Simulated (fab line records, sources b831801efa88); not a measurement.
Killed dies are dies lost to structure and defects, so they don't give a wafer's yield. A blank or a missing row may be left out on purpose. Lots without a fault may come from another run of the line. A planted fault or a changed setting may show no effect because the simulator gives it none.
Problem report in the 8D (eight disciplines) form, filled by code | flow sky130 | the parts of the form that need people (team, actions taken, sign-off) are left out

1. THE PROBLEM
SONOS_ONO_OXIDATION_THK at SKY_SONOS_ONO_THK_MEAS_01 reads a mean of 2.00 nm on 9 wafers of 3 lots; wafers without a fault read 2.59 nm with a standard deviation of 0.061. That is -9.7 standard deviations from the usual mean.
First seen on wafer L322.1, day 16 09:45, on film_metro-02. The record holds 36 wafers of 12 lots with a number at this step. Rule for "out", or "out of limits": more than 4 standard deviations from the usual mean. The other wafers with a number count as sound.

2. WHAT IT IS AND WHAT IT IS NOT
question                    | is                                          | is not
which readings at this step | SONOS_ONO_OXIDATION_THK                     | -
which lots                  | L322, L325, L326                            | L308, L309, L310, L312, L313, L314, L315, L317, L327
which wafers of those lots  | all that have a number                      | -
read on which gauges        | film_metro-01, film_metro-02, film_metro-04 | -
when                        | from day 16 09:45                           | up to then (24 sound wafers); but 3 sound wafers of L327 came after

3. SUSPECTS, AND WHAT RULES EACH OUT
Counting: a tool at a process step up to the reading stays a suspect if it ran every lot that is out and no sound lot after the first of them.
- the gauge at SKY_SONOS_ONO_THK_MEAS_01: ruled out. The wafers that are out were read on 3 gauges (film_metro-01, film_metro-02, film_metro-04).
- furnace-02 at SKY_SONOS_ONO_OXIDATION_00 (stabilise 600 s, purge 300 s, target thk 2.6 nm): kept. It ran every lot that is out, first L322 (day 16 08:25), and no sound lot after that; its last sound lot up to then is L317 (day 14 16:28). Its own readings are out on those wafers: spike_tc_bottom_C, spike_tc_centre_C, spike_tc_lower_C, spike_tc_top_C, spike_tc_upper_C, tube_center_temp_C, tube_center_temp_C_max.
Left after counting: furnace-02 at SKY_SONOS_ONO_OXIDATION_00.

4. THE CAUSE (what the simulator had put in)
Process parameter drift: furnace-02, from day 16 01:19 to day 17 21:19, at SKY_SONOS_ONO_OXIDATION_00. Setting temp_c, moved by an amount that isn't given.
Counting left only this tool.

5. THE CHAIN OF EFFECTS, in route order
Each row: a reading whose mean over the struck wafers that have a number lies more than 3 standard deviations from the usual. Only readings for which the record gives a usual standard deviation are gone through. hours: the time from each lot's start at the first step in this table that gives one to its start at this step, as a median over the lots. sigmas: the change in usual standard deviations.
hours | step                       | reading                 | usual    | on struck wafers | change | sigmas
0     | SKY_SONOS_ONO_OXIDATION_00 | spike_tc_bottom_C       | 818.1 C  | 801.8            | -16.3  | -12
0     | SKY_SONOS_ONO_OXIDATION_00 | spike_tc_centre_C       | 800.4 C  | 783.5            | -16.9  | -17
0     | SKY_SONOS_ONO_OXIDATION_00 | spike_tc_lower_C        | 799.0 C  | 780.7            | -18.3  | -13
0     | SKY_SONOS_ONO_OXIDATION_00 | spike_tc_top_C          | 808.9 C  | 791.2            | -17.7  | -9.3
0     | SKY_SONOS_ONO_OXIDATION_00 | spike_tc_upper_C        | 800.2 C  | 782.9            | -17.3  | -16
0     | SKY_SONOS_ONO_OXIDATION_00 | tube_center_temp_C      | 800.01 C | 782.64           | -17.37 | -99 or more
0     | SKY_SONOS_ONO_OXIDATION_00 | tube_center_temp_C_max  | 802.1    | 784.8            | -17.3  | -51
0     | SKY_SONOS_ONO_OXIDATION_00 | zone_power_centre_pct   | 15.13 %  | 14.43            | -0.70  | -3.5
1     | SKY_SONOS_ONO_THK_MEAS_01  | SONOS_ONO_OXIDATION_THK | 2.59 nm  | 2.00             | -0.59  | -9.7
The process steps in it:
- SKY_SONOS_ONO_OXIDATION_00: stabilise 600 s, purge 300 s, target thk 2.6 nm.

6. WHAT WOULD HAVE CAUGHT IT SOONER
In this record the first reading out of limits at a measuring or inspecting step was taken at day 16 09:45, 8 hours after the fault began at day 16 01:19.
The tool's own readings at SKY_SONOS_ONO_OXIDATION_00 were out on every struck wafer that the step has a row for (spike_tc_bottom_C, spike_tc_centre_C, spike_tc_lower_C, spike_tc_top_C, spike_tc_upper_C, tube_center_temp_C, tube_center_temp_C_max): an alarm limit on them would have fired on the first of those.
Of the lots that are out (3), L325, L326 began SKY_SONOS_ONO_OXIDATION_00 on furnace-02 after day 16 09:45. A hold on the tool at that time would have spared those 2.
